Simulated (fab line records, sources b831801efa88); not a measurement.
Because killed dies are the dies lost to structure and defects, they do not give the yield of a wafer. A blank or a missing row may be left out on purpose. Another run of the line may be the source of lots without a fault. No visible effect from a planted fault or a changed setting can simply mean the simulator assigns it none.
Which tool is to blame? / flow sky130 / 6 lots, 18 wafers sampled, at 2 steps of a route of 708

== WHAT EACH GAUGE READ, for each wafer ==
SKY_LDD_HVP_TW_MEAS_10.
lot=L149; measured=day 22 18:20; on=film_metro-03; LDD_HVP_TW=468 466 462
lot=L152; measured=day 23 19:38; on=film_metro-03; LDD_HVP_TW=465 464 465
lot=L157; measured=day 25 20:51; on=film_metro-03; LDD_HVP_TW=465 468 468
lot=L159; measured=day 26 04:56; on=film_metro-04; LDD_HVP_TW=454 454 456
lot=L165; measured=day 28 09:00; on=film_metro-03; LDD_HVP_TW=466 465 467
lot=L168; measured=day 29 06:10; on=film_metro-03; LDD_HVP_TW=467 467 468

== TOOL THAT RAN EACH LOT (tool first, then ch and the chambers of the sampled wafers, then the start) ==
lot=L149; SKY_PWDE_STRIP_09=plasma_asher-03 ch 0,1, day 4 16:16
lot=L152; SKY_PWDE_STRIP_09=plasma_asher-04 ch 0,1, day 5 05:27
lot=L157; SKY_PWDE_STRIP_09=plasma_asher-02 ch 0,1, day 6 09:49
lot=L159; SKY_PWDE_STRIP_09=plasma_asher-03 ch 0,1, day 6 18:57
lot=L165; SKY_PWDE_STRIP_09=plasma_asher-02 ch 0,1, day 8 07:37
lot=L168; SKY_PWDE_STRIP_09=plasma_asher-02 ch 0,1, day 9 00:05
- SKY_PWDE_STRIP_09: strips in O2/N2.

== THE ANSWER, worked out from the rows above alone ==
Rule: the lots themselves supply what counts as usual. The widest of any qualifying gaps counts: lots, ordered by their means at a reading, are off when they make up no more than a third of the lots, leave a main group of 4 or more, and stand apart from it by 3 or more times the standard deviation of that group's means. A main group whose means are all the same, to the digits that the tables above print for the reading, isn't used. Also off: a lot with no number at a reading for which 4 or more lots have one. The other lots that the step has rows for count as sound.
Off: at SKY_LDD_HVP_TW_MEAS_10 (LDD_HVP_TW), L159. The main group: mean 466, standard deviation 1.
A tool fits if, at a process step before that reading, it ran every lot that is off, and no sound lot after the first of them. The gauges at SKY_LDD_HVP_TW_MEAS_10 are tried like those tools. This does not decide it: 2 tools fit, namely plasma_asher-03 at SKY_PWDE_STRIP_09 and film_metro-04 at SKY_LDD_HVP_TW_MEAS_10.

== WHAT HAD BEEN PUT IN BY THE SIMULATOR ==
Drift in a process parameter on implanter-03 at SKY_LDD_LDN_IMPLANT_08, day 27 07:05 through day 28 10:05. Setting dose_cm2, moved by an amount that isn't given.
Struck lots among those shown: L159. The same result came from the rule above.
